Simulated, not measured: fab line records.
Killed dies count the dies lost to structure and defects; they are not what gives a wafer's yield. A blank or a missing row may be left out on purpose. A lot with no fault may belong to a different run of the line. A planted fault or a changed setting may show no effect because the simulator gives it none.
8D (eight disciplines) problem report, filled in by code    flow sky130    the parts of the form that need people (team, actions taken, sign-off) are left out

== 1. WHAT WENT WRONG ==
Mean of spinSpeedRpm at SKY_VIA3_COAT_07: 2949.5 rpm across 5 wafers in 2 lots; on wafers with no fault it is 3000.3 rpm (standard deviation 2). That puts it -25 standard deviations away from the usual mean.
The step: resist thk 450 nm.
Earliest sighting: wafer L484.1 on lithoTrack-02 at day 42 00:00. At this step, 35 wafers from 12 lots have a number in the record. By rule, "out" or "out of limits" means more than 4 standard deviations away from the usual mean. The other wafers with a number count as sound.

== 2. WHAT IT IS; WHAT IT IS NOT ==
question                     is                      is not
which readings at this step  spinSpeedRpm            -
which lots                   L484, L487              L476, L479, L480, L481, L482, L483, L486, L490, L497, L498
which wafers of those lots   all that have a number  -
read on which tools          lithoTrack-02           lithoTrack-03, lithoTrack-04
when                         from day 42 00:00       up to then (18 sound wafers); but 12 sound wafers of L486, L490, L497, L498 came after

== 3. WHAT RULES OUT EACH SUSPECT ==
Counting: any tool at a process step up to the reading is kept as a suspect provided that every lot that is out went through it and no sound lot did after the first of them.
- rieMetal-04 at SKY_METAL3_DESCUM_15 (chemistry O2, time 8 s): ruled out as a lasting fault. The sound lots L486, L497 went through it after L484, its earliest lot that is out (day 41 11:33).
- plasmaAsher-01 at SKY_METAL3_STRIP_19 (strips in O2/N2): ruled out as a lasting fault. The sound lots L498 went through it after L484, its earliest lot that is out (day 41 12:03).
- lithoTrack-02 at SKY_VIA3_COAT_07 (resist thk 450 nm): kept. It processed each lot that is out, first L484 at day 42 00:00, and no sound lot thereafter; up to then, the last sound lot it processed was L483 at day 41 04:00. On those wafers its own readings are out: spinSpeedRpm.
After counting, what remains is lithoTrack-02 at SKY_VIA3_COAT_07.

== 4. THE CAUSE (what the simulator had put in) ==
Process parameter drift: lithoTrack-02, from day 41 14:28 on, at SKY_VIA3_COAT_07. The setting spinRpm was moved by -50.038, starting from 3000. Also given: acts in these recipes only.
Counting left only this tool.

== 5. THE EFFECT CHAIN, in route order ==
Rows list readings where the struck wafers' mean (over those with a number) sits beyond 3 standard deviations from the usual. Readings are gone through only where the record gives a usual standard deviation; hours: the median, over the lots, of the time from a lot's start at the first step in this table giving one to that lot's start at this step; sigmas: the change measured in usual standard deviations.
hours  step              reading       usual       on struck wafers  change  sigmas
0      SKY_VIA3_COAT_07  spinSpeedRpm  3000.3 rpm  2949.5            -50.8   -25
Process steps it contains:
- SKY_VIA3_COAT_07: resist thk 450 nm.

== 6. HOW IT WOULD HAVE BEEN CAUGHT EARLIER ==
In this record no reading fell out of limits until day 42 00:00, 10 hours after the fault had begun at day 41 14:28.
